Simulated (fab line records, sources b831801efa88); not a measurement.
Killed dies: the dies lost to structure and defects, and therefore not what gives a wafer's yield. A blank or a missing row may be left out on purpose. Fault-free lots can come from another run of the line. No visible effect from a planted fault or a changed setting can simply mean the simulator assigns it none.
Chamber matching || flow gf180mcu || GF_V2_CMP_04 on cmp-01 has 4 sister chambers
The step polishes SiO2. 4 wafers are shown with their chamber, then 9 later ones without.

## WAFERS PAIRED WITH THEIR CHAMBERS
{"wafer": "L847.6", "chamber": 1, "motor current A (A)": 14.5}
{"wafer": "L850.5", "chamber": 0, "motor current A (A)": 12.2}
{"wafer": "L851.5", "chamber": 3, "motor current A (A)": 11.5}
{"wafer": "L851.6", "chamber": 2, "motor current A (A)": 10.7}

## WAFERS WITHOUT THEIR CHAMBER
{"wafer": "L862.1", "motor current A (A)": 12.1}
{"wafer": "L862.2", "motor current A (A)": 10.5}
{"wafer": "L862.6", "motor current A (A)": 10.9}
{"wafer": "L863.1", "motor current A (A)": 12.3}
{"wafer": "L863.3", "motor current A (A)": 10.6}
{"wafer": "L863.6", "motor current A (A)": 12.3}
{"wafer": "L864.1", "motor current A (A)": 12.6}
{"wafer": "L864.2", "motor current A (A)": 14.0}
{"wafer": "L864.4", "motor current A (A)": 11.9}

## THE CHAMBER EACH PASSED THROUGH
{"wafer": "L862.1", "from the rows above": "can't be placed: 0 or 3", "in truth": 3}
{"wafer": "L862.2", "from the rows above": 2, "in truth": 2}
{"wafer": "L862.6", "from the rows above": "can't be placed: 2 or 3", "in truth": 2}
{"wafer": "L863.1", "from the rows above": 0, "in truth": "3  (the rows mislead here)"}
{"wafer": "L863.3", "from the rows above": 2, "in truth": 2}
{"wafer": "L863.6", "from the rows above": 0, "in truth": 0}
{"wafer": "L864.1", "from the rows above": 0, "in truth": 0}
{"wafer": "L864.2", "from the rows above": 1, "in truth": 1}
{"wafer": "L864.4", "from the rows above": "can't be placed: 0 or 3", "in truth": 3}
Correctly placed: 5 of 9. From these rows, 3 cannot be placed; in 3 the true chamber is one of the candidates. Wrongly placed: 1.
How it was worked out, from the rows above alone: a wafer's distance from a chamber is the root of the sum, over the readings, of the square of ((its reading less the chamber's mean) divided by the reading's scatter). If the next closest chamber is less than 2 further off than the closest, the wafer can't be placed; otherwise it belongs to the closest. Each chamber's mean is taken over the wafers shown for it. The scatter: with one shown wafer a chamber, the root of the mean of the squares of how far each hidden wafer lies from its nearest shown one.
